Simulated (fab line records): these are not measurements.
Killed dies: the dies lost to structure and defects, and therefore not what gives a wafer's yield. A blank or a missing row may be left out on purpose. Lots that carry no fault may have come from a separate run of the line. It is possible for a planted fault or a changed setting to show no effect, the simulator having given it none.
Which tool was responsible? :: flow sky130 :: Sampling: 11 lots, 33 wafers, 6 of 708 route steps

## WHAT THE GAUGES READ, wafer by wafer
SKY_METAL2_RS_MEAS_05: measurement is done with a four-point probe.
lot: L996
measured: day 33 15:47
on: filmMetro-03
METAL2_ALCU_RS (ohm/sq): 0.1285 0.1271 0.1279

lot: L997
measured: day 34 08:51
on: filmMetro-02
METAL2_ALCU_RS (ohm/sq): 0.1290 0.1279 0.1271

lot: L998
measured: day 34 19:26
on: filmMetro-03
METAL2_ALCU_RS (ohm/sq): 0.1283 0.1283 0.1300

lot: L999
measured: day 35 03:20
on: filmMetro-03
METAL2_ALCU_RS (ohm/sq): 0.1274 0.1273 0.1286

lot: L102
measured: day 36 03:50
on: filmMetro-04
METAL2_ALCU_RS (ohm/sq): 0.1302 0.1291 0.1290

lot: L111
measured: day 39 03:36
on: filmMetro-03
METAL2_ALCU_RS (ohm/sq): 8.6339 8.6931 8.6929

lot: L112
measured: day 39 10:08
on: filmMetro-03
METAL2_ALCU_RS (ohm/sq): 8.6945 8.6250 8.6041

lot: L114
measured: day 39 20:07
on: filmMetro-03
METAL2_ALCU_RS (ohm/sq): 0.1293 0.1275 0.1281

lot: L115
measured: day 40 00:11
on: filmMetro-03
METAL2_ALCU_RS (ohm/sq): 0.1292 0.1299 0.1302

lot: L117
measured: day 40 10:17
on: filmMetro-03
METAL2_ALCU_RS (ohm/sq): 0.1276 0.1295 0.1280

lot: L118
measured: day 40 18:37
on: filmMetro-03
METAL2_ALCU_RS (ohm/sq): 0.1293 0.1293 0.1288

SKY_METAL2_THK_MEAS_06: measures by xrf.
lot: L996
measured: day 33 15:54
on: filmMetro-03
METAL2_ALCU_THK (nm): 241 245 241

lot: L997
measured: day 34 08:58
on: filmMetro-02
METAL2_ALCU_THK (nm): 242 244 246

lot: L998
measured: day 34 19:33
on: filmMetro-03
METAL2_ALCU_THK (nm): 241 241 238

lot: L999
measured: day 35 03:28
on: filmMetro-03
METAL2_ALCU_THK (nm): 241 243 239

lot: L102
measured: day 36 03:57
on: filmMetro-04
METAL2_ALCU_THK (nm): 238 240 242

lot: L111
measured: day 39 03:43
on: filmMetro-03
METAL2_ALCU_THK (nm): <1 <1 <1

lot: L112
measured: day 39 10:15
on: filmMetro-03
METAL2_ALCU_THK (nm): <1 <1 <1

lot: L114
measured: day 39 20:13
on: filmMetro-03
METAL2_ALCU_THK (nm): 242 247 244

lot: L115
measured: day 40 00:18
on: filmMetro-03
METAL2_ALCU_THK (nm): 240 238 240

lot: L117
measured: day 40 10:23
on: filmMetro-03
METAL2_ALCU_THK (nm): 242 239 245

lot: L118
measured: day 40 18:43
on: filmMetro-03
METAL2_ALCU_THK (nm): 240 238 243

SKY_METAL2_CD_MEAS_15: target cd 140 nm.
lot: L996
measured: day 34 19:07
on: cdSem-02
cdNm (nm): 137.5 137.2 139.1

lot: L997
measured: day 35 11:02
on: cdSem-02
cdNm (nm): 141.1 140.9 138.9

lot: L998
measured: day 35 22:08
on: cdSem-01
cdNm (nm): 140.7 140.3 140.5

lot: L999
measured: day 36 05:37
on: cdSem-02
cdNm (nm): 139.9 139.3 139.6

lot: L102
measured: day 37 05:47
on: cdSem-01
cdNm (nm): 139.6 139.6 139.9

lot: L111
measured: day 40 04:26
on: cdSem-01
cdNm (nm): 140.0 138.6 139.6

lot: L112
measured: day 40 10:28
on: cdSem-01
cdNm (nm): 140.0 137.9 139.1

lot: L114
measured: day 40 20:01
on: cdSem-02
cdNm (nm): 139.0 138.8 140.3

lot: L115
measured: day 41 00:07
on: cdSem-02
cdNm (nm): 141.0 140.9 139.0

lot: L117
measured: day 41 10:26
on: cdSem-02
cdNm (nm): 138.2 141.0 139.1

lot: L118
measured: day 41 17:44
on: cdSem-01
cdNm (nm): 140.9 140.1 140.8

SKY_METAL2_OVL_MEAS_16.
lot: L996
measured: day 34 19:14
on: overlay-02
METAL2_OVL (nm): -1 3 3

lot: L997
measured: day 35 11:09
on: overlay-02
METAL2_OVL (nm): 1 3 4

lot: L998
measured: day 35 22:16
on: overlay-01
METAL2_OVL (nm): 2 1 -6

lot: L999
measured: day 36 05:44
on: overlay-02
METAL2_OVL (nm): 10 3 -1

lot: L102
measured: day 37 05:54
on: overlay-01
METAL2_OVL (nm): -5 0 -2

lot: L111
measured: day 40 04:33
on: overlay-01
METAL2_OVL (nm): 10 -4 0

lot: L112
measured: day 40 10:35
on: overlay-01
METAL2_OVL (nm): 0 -11 0

lot: L114
measured: day 40 20:06
on: overlay-02
METAL2_OVL (nm): -7 -8 -10

lot: L115
measured: day 41 00:14
on: overlay-01
METAL2_OVL (nm): -4 -4 0

lot: L117
measured: day 41 10:31
on: overlay-02
METAL2_OVL (nm): -5 -4 -3

lot: L118
measured: day 41 17:51
on: overlay-02
METAL2_OVL (nm): -2 4 3

## WHICH TOOL RAN EACH LOT (tool, then ch and the chambers of the sampled wafers, then the start)
lot: L996
SKY_VIA1_CMP_02: cmp-01 ch 1,3, day 32 11:29
SKY_METAL2_SPUTTER_02: pvdSputter-02, day 33 15:41

lot: L997
SKY_VIA1_CMP_02: cmp-02 ch 1,2,3, day 33 04:34
SKY_METAL2_SPUTTER_02: pvdSputter-02, day 34 08:44

lot: L998
SKY_VIA1_CMP_02: cmp-02 ch 0,2, day 33 14:58
SKY_METAL2_SPUTTER_02: pvdSputter-01, day 34 19:20

lot: L999
SKY_VIA1_CMP_02: cmp-02 ch 0,1, day 33 22:08
SKY_METAL2_SPUTTER_02: pvdSputter-02, day 35 03:14

lot: L102
SKY_VIA1_CMP_02: cmp-02 ch 0,1,3, day 34 23:11
SKY_METAL2_SPUTTER_02: pvdSputter-02, day 36 03:43

lot: L111
SKY_VIA1_CMP_02: cmp-01 ch 0,2, day 38 00:00
SKY_METAL2_SPUTTER_02: pvdSputter-02, day 39 03:29

lot: L112
SKY_VIA1_CMP_02: cmp-02 ch 0,2,3, day 38 07:38
SKY_METAL2_SPUTTER_02: pvdSputter-02, day 39 10:02

lot: L114
SKY_VIA1_CMP_02: cmp-02 ch 0,2,3, day 38 17:36
SKY_METAL2_SPUTTER_02: pvdSputter-01, day 39 19:59

lot: L115
SKY_VIA1_CMP_02: cmp-01 ch 0,2,3, day 38 21:37
SKY_METAL2_SPUTTER_02: pvdSputter-03, day 40 00:05

lot: L117
SKY_VIA1_CMP_02: cmp-02 ch 0,1,2, day 39 07:26
SKY_METAL2_SPUTTER_02: pvdSputter-02, day 40 10:09

lot: L118
SKY_VIA1_CMP_02: cmp-02 ch 0,1,2, day 39 15:59
SKY_METAL2_SPUTTER_02: pvdSputter-02, day 40 18:29
- SKY_VIA1_CMP_02: polishes SiO2.
- SKY_METAL2_SPUTTER_02: material AlCu, target thk 250 nm, time 13.3 s.

## WHAT THE TOOLS THEMSELVES READ (means of the sampled wafers that have a number; where no wafer has one, the mark that the record gives instead)
SKY_VIA1_CMP_02.
lot: L996
tool: cmp-01
edgeZonePressureFrac: 1.004
motorCurrentA (A): 12.6
slurryFilterDpKPa (kPa): 13.55

lot: L997
tool: cmp-02
edgeZonePressureFrac: 0.998
motorCurrentA (A): 12.0
slurryFilterDpKPa (kPa): 13.35

lot: L998
tool: cmp-02
edgeZonePressureFrac: 1.002
motorCurrentA (A): 12.5
slurryFilterDpKPa (kPa): 13.59

lot: L999
tool: cmp-02
edgeZonePressureFrac: 1.002
motorCurrentA (A): 13.1
slurryFilterDpKPa (kPa): 13.45

lot: L102
tool: cmp-02
edgeZonePressureFrac: 1.005
motorCurrentA (A): 12.8
slurryFilterDpKPa (kPa): 13.36

lot: L111
tool: cmp-01
edgeZonePressureFrac: 0.998
motorCurrentA (A): 11.2
slurryFilterDpKPa (kPa): 13.39

lot: L112
tool: cmp-02
edgeZonePressureFrac: 0.997
motorCurrentA (A): 12.1
slurryFilterDpKPa (kPa): 13.57

lot: L114
tool: cmp-02
edgeZonePressureFrac: 1.005
motorCurrentA (A): 12.1
slurryFilterDpKPa (kPa): 13.65

lot: L115
tool: cmp-01
edgeZonePressureFrac: 1.001
motorCurrentA (A): 11.8
slurryFilterDpKPa (kPa): 13.30

lot: L117
tool: cmp-02
edgeZonePressureFrac: 0.995
motorCurrentA (A): 12.4
slurryFilterDpKPa (kPa): 13.59

lot: L118
tool: cmp-02
edgeZonePressureFrac: 0.997
motorCurrentA (A): 12.4
slurryFilterDpKPa (kPa): 13.60

SKY_METAL2_SPUTTER_02.
lot: L996
tool: pvdSputter-02
cathodeDcPowerW (W): 10391
chamberPressurePa (Pa): 0.3992
throttleValvePct (%): 29.4

lot: L997
tool: pvdSputter-02
cathodeDcPowerW (W): 10392
chamberPressurePa (Pa): 0.3993
throttleValvePct (%): 28.8

lot: L998
tool: pvdSputter-01
cathodeDcPowerW (W): 10388
chamberPressurePa (Pa): 0.4004
throttleValvePct (%): 30.6

lot: L999
tool: pvdSputter-02
cathodeDcPowerW (W): 10390
chamberPressurePa (Pa): 0.3999
throttleValvePct (%): 29.0

lot: L102
tool: pvdSputter-02
cathodeDcPowerW (W): 10392
chamberPressurePa (Pa): 0.3998
throttleValvePct (%): 28.9

lot: L111
tool: pvdSputter-02
cathodeDcPowerW (W): -
chamberPressurePa (Pa): -
throttleValvePct (%): -

lot: L112
tool: pvdSputter-02
cathodeDcPowerW (W): -
chamberPressurePa (Pa): -
throttleValvePct (%): -

lot: L114
tool: pvdSputter-01
cathodeDcPowerW (W): 10391
chamberPressurePa (Pa): 0.3996
throttleValvePct (%): 30.3

lot: L115
tool: pvdSputter-03
cathodeDcPowerW (W): 10391
chamberPressurePa (Pa): 0.4012
throttleValvePct (%): 30.4

lot: L117
tool: pvdSputter-02
cathodeDcPowerW (W): 10388
chamberPressurePa (Pa): 0.4002
throttleValvePct (%): 28.7

lot: L118
tool: pvdSputter-02
cathodeDcPowerW (W): 10390
chamberPressurePa (Pa): 0.4002
throttleValvePct (%): 29.1

## THE ANSWER, worked out from the rows above alone
Rule: the lots themselves supply what counts as usual. Put in order of their means at a reading, lots are off if they are a third of the lots or fewer, leave a main group of 4 or more, and stand apart from it by a gap of 3 or more times the standard deviation of the main group's means; of several such gaps the widest counts. Not used: any main group whose means are identical at the precision the tables above print for the reading. A lot without any number at a reading at which 4 lots or more have one is off too. The other lots that the step has rows for count as sound. Order of review: gauges by route order, followed by the tools' own readings, for which a lot's mean as printed above is used. The first step at which some lot is off is used, and at that step the reading that is off furthest; a lot without a number counts as furthest.
Off: L111, L112, seen at SKY_METAL2_RS_MEAS_05 (METAL2_ALCU_RS). The main group has a mean of 0.1286 ohm/sq with a standard deviation of 0.00068.
If a tool, at a process step before that reading, ran all the lots that are off and no sound lot after the first of them, it fits. Not tried: the gauges at SKY_METAL2_RS_MEAS_05; whatever is off there is also off at SKY_METAL2_SPUTTER_02, on other tools, and gauge error can't account for it. Not one of the candidates tried fits.

## WHAT THE SIMULATOR PUT IN
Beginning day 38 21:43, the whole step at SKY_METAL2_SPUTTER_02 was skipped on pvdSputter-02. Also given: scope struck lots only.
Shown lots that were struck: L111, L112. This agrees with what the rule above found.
